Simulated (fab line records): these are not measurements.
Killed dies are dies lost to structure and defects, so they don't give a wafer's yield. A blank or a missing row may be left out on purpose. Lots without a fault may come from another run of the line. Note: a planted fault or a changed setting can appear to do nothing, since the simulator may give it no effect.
fab line records	flow sky130
record: lots: 5	wafers: 15	lastDay: 50
route steps=708 shown SD_P@324 RES_XHIGH@332
lots that met no fault: taken from a fault-free run of the same line
startH: start of the lot's first displayed wafer, in hours after the record's first day	waitH: hours from the lot's prior step to this one	" as in the row above	L1.1+2: several wafers, shown together as one row	- no value, or no start given	* or withheld: withheld	< > ~ a bound
route shown NAME@n: NAME is a module with steps in the file, n the number in the route of the first one	usual: mean/standard deviation of fault-free wafers	same: alike in all rows	chamber/n: place in a boat	sites: per-site readings	_std_site: the values' standard deviation	_edge_site: the outer-site mean with the inner-site mean subtracted	radiusMm: how far each site lies from the wafer's centre	mask NAME#n: copy n	behind: the most recent tool/chamber to have shaped the wafer	hold: why the lot was held/for how many hours/how that ended	device: whichever transistor did not switch (one of n, p or np)	end of line: tests run on the same wafers once the route is complete	a step given without rows: its recipe and nothing more	killed: dies that structure and defects cost at the first sort, which is not the same as the wafer's yield	map: shows each die of a wafer: x if killed, . if not, _ if none is there
set.NAME: setting as actually run; set.NAME@STEP: the setting as run at that earlier step	model.NAME: the simulator's own value behind a step, which no gauge read
certain route steps with their lots: each step a table, each wafer a row
services: when a tool's chamber went out of use (startH, in hours from the record's first day, below 0 if earlier), for how many hours, and the reason
== steps ==
step: SKY_SD_P_EXPOSE_04
recipe: maskId: PSDM	na: 0.6	sourceShape: conventional	sigmaOuter: 0.6	polarization: unpolarized	targetCdNm: 380	doseMj: 138
step: SKY_SD_P_PEB_05
recipe: tempC: withheld	timeS: *	resist: NOVOLAK
step: SKY_SD_P_DEVELOP_06
recipe: resist: NOVOLAK	developer: TMAH	developTimeS: 60	devTempC: 24.15
step: SKY_SD_P_CD_MEAS_07
recipe: targetCdNm: 380
usual: cdNm: 380.6/2.4
lot.wafer	tool	chamber	startH	waitH	cdNm
L951.1	cdSem-02	-	640.68	0.1	379.7
L951.3	"	-	"	"	378.6
L951.5	"	-	"	"	378.9
L955.2	cdSem-02	-	669.95	0.1	379.1
L955.3	"	-	"	"	379.1
L955.5	"	-	"	"	379.7
L961.2	cdSem-02	-	716.67	0.1	378.5
L961.3	"	-	"	"	381.8
L961.5	"	-	"	"	377.9
L968.1	cdSem-02	-	774.15	0.1	381.2
L968.3	"	-	"	"	380.0
L968.4	"	-	"	"	381.6
L969.1	cdSem-01	-	774.23	0.1	381.1
L969.4	"	-	"	"	381.6
L969.6	"	-	"	"	381.3
step: SKY_SD_P_OVL_MEAS_08
usual: SD_P_OVL: -0.5/1.5
lot.wafer	tool	chamber	startH	waitH	SD_P_OVL[nm]
L951.1	overlay-02	-	640.80	0.1	0.1
L951.3	"	-	"	"	2.4
L951.5	"	-	"	"	1.3
L955.2	overlay-01	-	670.05	0.1	2.5
L955.3	"	-	"	"	-1.0
L955.5	"	-	"	"	-0.1
L961.2	overlay-01	-	716.78	0.1	0.2
L961.3	"	-	"	"	-0.2
L961.5	"	-	"	"	-0.4
L968.1	overlay-01	-	774.27	0.1	-1.3
L968.3	"	-	"	"	1.5
L968.4	"	-	"	"	-0.8
L969.1	overlay-02	-	774.35	0.1	-1.8
L969.4	"	-	"	"	-1.0
L969.6	"	-	"	"	-1.1
step: SKY_SD_P_IMPLANT_09
recipe: species: BF2	energyKev: 20	doseCm2: 3e+15	tiltDeg: 0
step: SKY_SD_P_STRIP_10
recipe: chemistry: O2/N2	powerW: 1400	pressureMtorr: 1500	platenTempC: withheld	o2FlowSccm: 3000	n2FlowSccm: 300	overashFraction: 0.5
usual: drypumpMotorCurrentA: 5.64/0.26	oesProductAu: 0.617/0.0042	stripTimeToEndpointS: 17.47/0.042
lot.wafer	tool	chamber	startH	waitH	drypumpMotorCurrentA	oesProductAu	rfHoursCounterH	stripTimeToEndpointS
L951.1	plasmaAsher-02	1	640.99	0.1	5.74	0.623	85	17.44
L951.3	"	1	"	"	5.73	0.618	-	17.49
L951.5	"	0	"	"	6.00	0.614	-	17.48
L955.2	plasmaAsher-03	1	670.23	0.1	5.56	0.622	49	17.50
L955.3	"	1	"	"	5.55	0.614	-	17.52
L955.5	"	0	"	"	5.49	0.613	-	17.47
L961.2	plasmaAsher-02	1	716.96	0.1	5.72	0.611	92	17.43
L961.3	"	1	"	"	5.73	0.606	-	17.43
L961.5	"	1	"	"	5.74	0.623	-	17.45
L968.1	plasmaAsher-02	0	774.46	0.1	5.99	0.612	98	17.44
L968.3	"	0	"	"	5.99	0.620	-	17.46
L968.4	"	1	"	"	5.72	0.611	-	17.46
L969.1	plasmaAsher-04	0	774.54	0.1	5.59	0.616	3	17.52
L969.4	"	0	"	"	5.59	0.618	-	17.49
L969.6	"	0	"	"	5.59	0.617	-	17.46
step: SKY_SD_P_TW_MEAS_11
usual: SD_P_TW: 2816/18
lot.wafer	tool	chamber	startH	waitH	SD_P_TW
L951.1	filmMetro-02	-	641.09	0.1	2792
L951.3	"	-	"	"	2791
L951.5	"	-	"	"	2805
L955.2	filmMetro-03	-	670.34	0.1	2833
L955.3	"	-	"	"	2841
L955.5	"	-	"	"	2848
L961.2	filmMetro-04	-	717.07	0.1	2830
L961.3	"	-	"	"	2831
L961.5	"	-	"	"	2830
L968.1	filmMetro-02	-	774.56	0.1	2817
L968.3	"	-	"	"	2813
L968.4	"	-	"	"	2807
L969.1	filmMetro-04	-	774.64	0.1	2796
L969.4	"	-	"	"	2792
L969.6	"	-	"	"	2775
step: SKY_RES_XHIGH_DEHYDRATE_00
recipe: tempC: 200	timeS: 60
step: SKY_RES_XHIGH_HMDS_01
recipe: primeTimeS: 60	primeTempC: 120
step: SKY_RES_XHIGH_COAT_02
recipe: resist: NOVOLAK	spinRpm: 3000	resistThkNm: 1140
step: SKY_RES_XHIGH_SOFTBAKE_03
recipe: tempC: 90	timeS: 60	resist: NOVOLAK
step: SKY_RES_XHIGH_EXPOSE_04
recipe: maskId: URPM	na: 0.6	sourceShape: conventional	sigmaOuter: 0.6	polarization: unpolarized	targetCdNm: 1270	doseMj: 140
same: sigmaOuter: 0.6
lot.wafer	tool	chamber	startH	waitH	mask
L951.1+3+5	ilineStepper-02	0	655.17	-	URPM#0
L955.2+3+5	ilineStepper-01	0	684.53	-	URPM#0
L961.2+3+5	ilineStepper-02	0	729.68	-	URPM_R1#0
L968.1+3+4	ilineStepper-01	0	787.91	-	URPM#0
L969.1+4+6	ilineStepper-02	0	788.16	-	URPM#0
step: SKY_RES_XHIGH_PEB_05
recipe: tempC: withheld	timeS: *	resist: NOVOLAK
== services ==
tool	chamber	startH	hours	kind
plasmaAsher-02	-	624.68	0.5	repair
plasmaAsher-03	-	624.84	1.1	repair
ilineStepper-02	-	634.70	11.0	repair
plasmaAsher-03	-	645.32	2.8	pm
ilineStepper-01	-	654.55	1.7	pm
ilineStepper-01	0	680.82	-	calibration
ilineStepper-02	-	691.62	0.8	repair
ilineStepper-02	-	702.91	3.6	repair
ilineStepper-01	-	710.98	6.9	repair
ilineStepper-01	-	726.57	8.9	pm
plasmaAsher-04	-	733.75	9.0	pm
plasmaAsher-04	0	733.75	9.0	ventCycle
plasmaAsher-04	1	733.75	9.0	ventCycle
plasmaAsher-04	0	742.75	-	clean
plasmaAsher-04	1	742.75	-	clean
plasmaAsher-03	-	751.83	6.1	repair
ilineStepper-02	-	752.74	1.7	pm
== key ==
firstSign: step: SKY_RES_XHIGH_EXPOSE_04	reading: mask	direction: changed
effect none on later readings
metAt SKY_RES_XHIGH_EXPOSE_04
struckWafers L961.2,L961.3,L961.5
sortLeftOut L961.2,L961.3,L961.5
testerLeftOut L961
onsetBetween 655.17 729.68
fault: kind: wrongMask	tool: any	chamber: -	onsetH: 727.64	steps: SKY_RES_XHIGH_EXPOSE_04	auxCopy: URPM_R1#0	cdOffsetNm: 190	scope: struckLotsOnly
testerLeftOut: of these lots the tester's yield and bins aren't shown, on N5 and GAA mostly nor the transistor test; their killed dies are dies lost to structure and defects alone, not to doping, threshold or leakage, so they don't give the yield
sortLeftOut: the simulated sort isn't trusted on such a fault, so these wafers' sort isn't shown, and their yield isn't known
